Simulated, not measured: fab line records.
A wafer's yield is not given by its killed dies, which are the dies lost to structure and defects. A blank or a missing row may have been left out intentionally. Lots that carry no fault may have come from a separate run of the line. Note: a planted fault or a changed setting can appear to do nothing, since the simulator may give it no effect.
What tool caused it? | flow sky130 | 24 lots with 72 wafers sampled at 6 steps, on a route of 708 steps

== WHAT EACH GAUGE READ, for each wafer ==
SKY_METAL4_CD_MEAS_13: the cd target is 300 nm.
lot  | measured     | on        | cd nm (nm)
L074 | day 41 17:05 | cd sem-02 | 300.4 301.8 299.8
L075 | day 42 02:23 | cd sem-02 | 299.6 299.0 299.0
L076 | day 43 03:13 | cd sem-02 | 300.8 299.6 300.7
L077 | day 43 04:17 | cd sem-01 | 298.9 299.2 299.8
L079 | day 43 09:13 | cd sem-02 | 296.3 296.1 296.7
L080 | day 43 10:40 | cd sem-02 | 299.1 297.9 297.9
L078 | day 43 10:10 | cd sem-01 | 299.7 299.4 300.4
L081 | day 43 12:59 | cd sem-02 | 301.8 301.0 301.1
L082 | day 44 04:50 | cd sem-01 | 298.0 298.5 298.6
L083 | day 44 08:19 | cd sem-01 | 301.3 300.1 300.8
L085 | day 44 15:53 | cd sem-01 | 301.0 301.6 300.6
L084 | day 44 17:02 | cd sem-01 | 300.4 300.4 300.3
L086 | day 45 04:56 | cd sem-01 | 298.4 297.7 298.0
L089 | day 46 06:46 | cd sem-01 | 300.1 299.9 300.3
L087 | day 46 08:28 | cd sem-02 | 296.8 297.8 297.8
L088 | day 46 09:30 | cd sem-01 | 301.1 301.2 300.9
L090 | day 46 09:56 | cd sem-02 | 301.3 300.7 300.6
L091 | day 46 10:13 | cd sem-01 | 299.7 299.5 299.2
L092 | day 46 12:43 | cd sem-02 | 300.2 299.5 300.2
L093 | day 46 13:25 | cd sem-01 | 300.9 300.1 302.0
L094 | day 47 01:14 | cd sem-02 | 301.7 301.2 300.9
L095 | day 47 05:44 | cd sem-01 | 300.9 300.5 301.5
L096 | day 47 09:43 | cd sem-02 | 300.0 299.1 298.6
L097 | day 47 12:32 | cd sem-01 | 299.8 300.5 299.0

SKY_METAL5_THK_MEAS_06: measures by xrf.
lot  | measured     | on            | METAL5_ALCU_THK (nm)
L074 | day 42 19:11 | film metro-04 | 1112 1119 1119
L075 | day 43 04:40 | film metro-04 | 1126 1137 1132
L076 | day 44 05:01 | film metro-03 | 1143 1134 1137
L077 | day 44 06:08 | film metro-04 | 1147 1139 1137
L079 | day 44 10:24 | film metro-04 | 1133 1137 1138
L080 | day 44 13:30 | film metro-04 | 1132 1126 1130
L078 | day 44 11:05 | film metro-01 | 1141 1151 1140
L081 | day 44 15:11 | film metro-04 | 1133 1123 1128
L082 | day 45 05:19 | film metro-04 | 1143 1161 1145
L083 | day 45 08:41 | film metro-03 | 1134 1135 1134
L085 | day 45 15:42 | film metro-01 | 1126 1134 1139
L084 | day 45 17:01 | film metro-01 | 1154 1164 1163
L086 | day 46 05:04 | film metro-04 | 1144 1138 1135
L089 | day 47 08:09 | film metro-01 | 1171 1163 1142
L087 | day 47 09:38 | film metro-01 | 1126 1142 1144
L088 | day 47 10:34 | film metro-04 | 1124 1130 1130
L090 | day 47 11:09 | film metro-04 | 1132 1130 1135
L091 | day 47 12:04 | film metro-01 | 1145 1135 1147
L092 | day 47 13:34 | film metro-01 | 1148 1149 1137
L093 | day 47 13:20 | film metro-04 | 1128 1144 1129
L094 | day 47 22:33 | film metro-04 | 1153 1161 1136
L095 | day 48 04:14 | film metro-01 | 1166 1158 1175
L096 | day 48 09:41 | film metro-01 | 1148 1143 1156
L097 | day 48 11:02 | film metro-03 | 1127 1134 1156

SKY_PASSIVATION_THK_MEAS_01.
lot  | measured     | on            | PASSIVATION_CVD_00_THK (nm)
L074 | day 43 17:20 | film metro-03 | 88.7 90.2 90.3
L075 | day 44 03:48 | film metro-02 | 89.0 88.5 90.5
L076 | day 45 02:48 | film metro-01 | 88.3 88.7 89.6
L077 | day 45 04:42 | film metro-03 | 87.9 89.0 89.3
L079 | day 45 09:25 | film metro-02 | 88.8 88.9 91.0
L080 | day 45 11:20 | film metro-03 | 88.5 87.8 89.4
L078 | day 45 10:35 | film metro-01 | 90.6 89.6 91.3
L081 | day 45 12:59 | film metro-03 | 88.5 88.7 89.2
L082 | day 46 02:00 | film metro-01 | 88.7 90.8 90.4
L083 | day 46 06:12 | film metro-02 | 88.3 89.8 89.7
L085 | day 46 13:07 | film metro-01 | 90.2 90.1 90.3
L084 | day 46 14:11 | film metro-02 | 89.0 89.9 89.9
L086 | day 47 02:10 | film metro-03 | 87.0 88.8 90.0
L089 | day 48 03:44 | film metro-01 | 88.3 87.7 89.5
L087 | day 48 05:23 | film metro-01 | 88.9 88.8 90.3
L088 | day 48 06:06 | film metro-01 | 88.9 90.3 91.1
L090 | day 48 07:33 | film metro-02 | 89.5 89.4 92.0
L091 | day 48 08:34 | film metro-02 | 90.1 89.7 91.0
L092 | day 48 09:21 | film metro-01 | 89.6 90.9 91.0
L093 | day 48 09:12 | film metro-02 | 90.4 91.0 90.0
L094 | day 48 17:17 | film metro-02 | 88.8 89.2 89.9
L095 | day 48 23:00 | film metro-03 | 89.3 90.5 90.1
L096 | day 49 05:25 | film metro-03 | 90.8 90.8 91.1
L097 | day 49 06:23 | film metro-02 | 90.0 89.4 92.4

== WHICH TOOL RAN EACH LOT (tool, then ch and the chambers of the sampled wafers, then the start) ==
lot  | SKY_METAL1_SPUTTER_03        | SKY_VIA3_ETCH_15                   | SKY_VIA4_ETCH_12
L074 | pvd sputter-03, day 31 14:34 | rie diel-02 ch 0,3, day 39 13:55   | rie diel-01 ch 1,2, day 42 17:32
L075 | pvd sputter-01, day 31 23:07 | rie diel-01 ch 0,2,3, day 40 00:01 | rie diel-01 ch 2,3, day 43 02:56
L076 | pvd sputter-01, day 33 06:58 | rie diel-02 ch 0,1,2, day 41 03:22 | rie diel-04 ch 0,2,3, day 44 03:23
L077 | pvd sputter-01, day 33 11:08 | rie diel-01 ch 0,3, day 41 04:31   | rie diel-03 ch 1,2,3, day 44 04:12
L079 | pvd sputter-02, day 33 11:49 | rie diel-03 ch 0,2,3, day 41 08:37 | rie diel-03 ch 0,1,2, day 44 08:42
L080 | pvd sputter-01, day 33 13:02 | rie diel-01 ch 0,3, day 41 10:34   | rie diel-01 ch 0,1,3, day 44 11:48
L078 | pvd sputter-02, day 33 13:50 | rie diel-02 ch 0,2,3, day 41 10:28 | rie diel-04 ch 1,2,3, day 44 09:26
L081 | pvd sputter-02, day 33 17:27 | rie diel-02 ch 0,2,3, day 41 14:01 | rie diel-01 ch 0,2,3, day 44 13:32
L082 | pvd sputter-01, day 34 04:59 | rie diel-01 ch 0,1,2, day 42 07:07 | rie diel-03 ch 0,1, day 45 03:41
L083 | pvd sputter-01, day 34 15:19 | rie diel-02 ch 0,1, day 42 09:01   | rie diel-03 ch 0,2,3, day 45 07:02
L085 | pvd sputter-01, day 35 03:13 | rie diel-03 ch 0,2,3, day 42 17:36 | rie diel-01 ch 0,2,3, day 45 13:53
L084 | pvd sputter-02, day 35 04:06 | rie diel-01 ch 0,1,3, day 42 18:16 | rie diel-03 ch 1,2, day 45 15:23
L086 | pvd sputter-02, day 35 15:53 | rie diel-02 ch 1,2,3, day 43 07:58 | rie diel-03 ch 1,2,3, day 46 03:02
L089 | pvd sputter-03, day 36 22:54 | rie diel-01 ch 0,1,2, day 44 09:09 | rie diel-04 ch 1,2,3, day 47 05:14
L087 | pvd sputter-01, day 36 23:49 | rie diel-03 ch 0,2,3, day 44 12:19 | rie diel-04 ch 0,1,3, day 47 07:29
L088 | pvd sputter-03, day 37 00:07 | rie diel-02 ch 0,2,3, day 44 12:30 | rie diel-01 ch 0,1,3, day 47 08:21
L090 | pvd sputter-02, day 37 02:57 | rie diel-03 ch 1,2,3, day 44 12:40 | rie diel-04 ch 0,1,3, day 47 08:39
L091 | pvd sputter-01, day 37 06:01 | rie diel-03 ch 0,3, day 44 14:05   | rie diel-03 ch 1,2, day 47 08:53
L092 | pvd sputter-02, day 37 09:51 | rie diel-02 ch 1,2, day 44 16:58   | rie diel-01 ch 0,1,3, day 47 10:48
L093 | pvd sputter-03, day 37 12:37 | rie diel-03 ch 0,2, day 44 18:12   | rie diel-03 ch 0,2,3, day 47 11:06
L094 | pvd sputter-01, day 37 22:44 | rie diel-03 ch 0,1,2, day 45 05:34 | rie diel-04 ch 1,2, day 47 20:50
L095 | pvd sputter-03, day 38 07:22 | rie diel-03 ch 0,2, day 45 11:00   | rie diel-01 ch 0,2, day 48 02:30
L096 | pvd sputter-03, day 38 11:00 | rie diel-03 ch 1,2,3, day 45 14:57 | rie diel-03 ch 0,1,3, day 48 07:26
L097 | pvd sputter-01, day 38 17:14 | rie diel-01 ch 0,1,2, day 45 17:19 | rie diel-01 ch 0,1,3, day 48 09:14
- SKY_METAL1_SPUTTER_03: material Ti, target thk 5 nm, time 3.3 s.
- SKY_VIA3_ETCH_15: etches SiO2 in C4F8/O2/Ar, stops on TiN, target depth 507 nm, time 78 s.
- SKY_VIA4_ETCH_12: etches SiO2 in C4F8/O2/Ar, stops on TiN, target depth 580 nm.

== AS READ BY THE TOOLS THEMSELVES (means over the sampled wafers that have a number; for cases with no such wafer, the mark the record gives instead) ==
SKY_METAL1_SPUTTER_03.
lot  | tool           | chamber pressure pa (Pa) | throttle valve pct (%)
L074 | pvd sputter-03 | 0.3998                   | 30.4
L075 | pvd sputter-01 | 0.3998                   | 29.7
L076 | pvd sputter-01 | 0.3993                   | 29.8
L077 | pvd sputter-01 | 0.4002                   | 29.8
L079 | pvd sputter-02 | 0.4004                   | 30.5
L080 | pvd sputter-01 | 0.3997                   | 30.6
L078 | pvd sputter-02 | 0.4007                   | 30.9
L081 | pvd sputter-02 | 0.4006                   | 31.4
L082 | pvd sputter-01 | 0.4001                   | 29.1
L083 | pvd sputter-01 | 0.4006                   | 29.4
L085 | pvd sputter-01 | 0.4000                   | 29.9
L084 | pvd sputter-02 | 0.3999                   | 30.7
L086 | pvd sputter-02 | 0.4003                   | 30.8
L089 | pvd sputter-03 | 0.4002                   | 30.0
L087 | pvd sputter-01 | 0.3999                   | 29.8
L088 | pvd sputter-03 | 0.4005                   | 30.4
L090 | pvd sputter-02 | 0.4008                   | 30.6
L091 | pvd sputter-01 | 0.4005                   | 30.6
L092 | pvd sputter-02 | 0.4001                   | 30.7
L093 | pvd sputter-03 | 0.3997                   | 30.0
L094 | pvd sputter-01 | 0.4004                   | 29.6
L095 | pvd sputter-03 | 0.3997                   | 30.4
L096 | pvd sputter-03 | 0.4010                   | 31.0
L097 | pvd sputter-01 | 0.3998                   | 30.0

SKY_VIA3_ETCH_15.
lot  | tool        | oes product au (a.u.)
L074 | rie diel-02 | 0.948
L075 | rie diel-01 | 0.949
L076 | rie diel-02 | 0.944
L077 | rie diel-01 | 0.950
L079 | rie diel-03 | 0.951
L080 | rie diel-01 | 0.944
L078 | rie diel-02 | 0.949
L081 | rie diel-02 | 0.944
L082 | rie diel-01 | 0.944
L083 | rie diel-02 | 0.942
L085 | rie diel-03 | 0.948
L084 | rie diel-01 | 0.945
L086 | rie diel-02 | 0.942
L089 | rie diel-01 | 0.944
L087 | rie diel-03 | 0.954
L088 | rie diel-02 | 0.943
L090 | rie diel-03 | 0.946
L091 | rie diel-03 | 0.943
L092 | rie diel-02 | 0.946
L093 | rie diel-03 | 0.948
L094 | rie diel-03 | 0.945
L095 | rie diel-03 | 0.950
L096 | rie diel-03 | 0.943
L097 | rie diel-01 | 0.946

SKY_VIA4_ETCH_12.
lot  | tool        | oes product au (a.u.)
L074 | rie diel-01 | 0.927
L075 | rie diel-01 | 0.928
L076 | rie diel-04 | 0.929
L077 | rie diel-03 | 0.921
L079 | rie diel-03 | 0.928
L080 | rie diel-01 | 0.924
L078 | rie diel-04 | 0.928
L081 | rie diel-01 | 0.928
L082 | rie diel-03 | 0.929
L083 | rie diel-03 | 0.929
L085 | rie diel-01 | 0.923
L084 | rie diel-03 | 0.926
L086 | rie diel-03 | 0.929
L089 | rie diel-04 | 0.925
L087 | rie diel-04 | 0.927
L088 | rie diel-01 | 0.929
L090 | rie diel-04 | 0.931
L091 | rie diel-03 | 0.926
L092 | rie diel-01 | 0.924
L093 | rie diel-03 | 0.925
L094 | rie diel-04 | 0.924
L095 | rie diel-01 | 0.923
L096 | rie diel-03 | 0.921
L097 | rie diel-01 | 0.927

== THE ANSWER, worked out from the rows above alone ==
Rule: usual is defined by the lots themselves. The widest of any qualifying gaps counts: lots, ordered by their means at a reading, are off when they make up no more than a third of the lots, leave a main group of 4 or more, and stand apart from it by 3 or more times the standard deviation of that group's means. A main group is skipped when, at the precision printed for the reading in the tables above, its means are all equal. A lot without any number at a reading at which 4 lots or more have one is off too. All remaining lots with rows at the step are treated as sound. First the gauges in route order, then the tools' own readings, where a lot's mean is used as printed above. At the first step where some lot is off, the reading lying furthest off is the one used; lots without a number count as furthest.
Across all readings shown, no lot is off: no conclusion can be drawn from this.

== WHAT THE SIMULATOR HAD INSERTED ==
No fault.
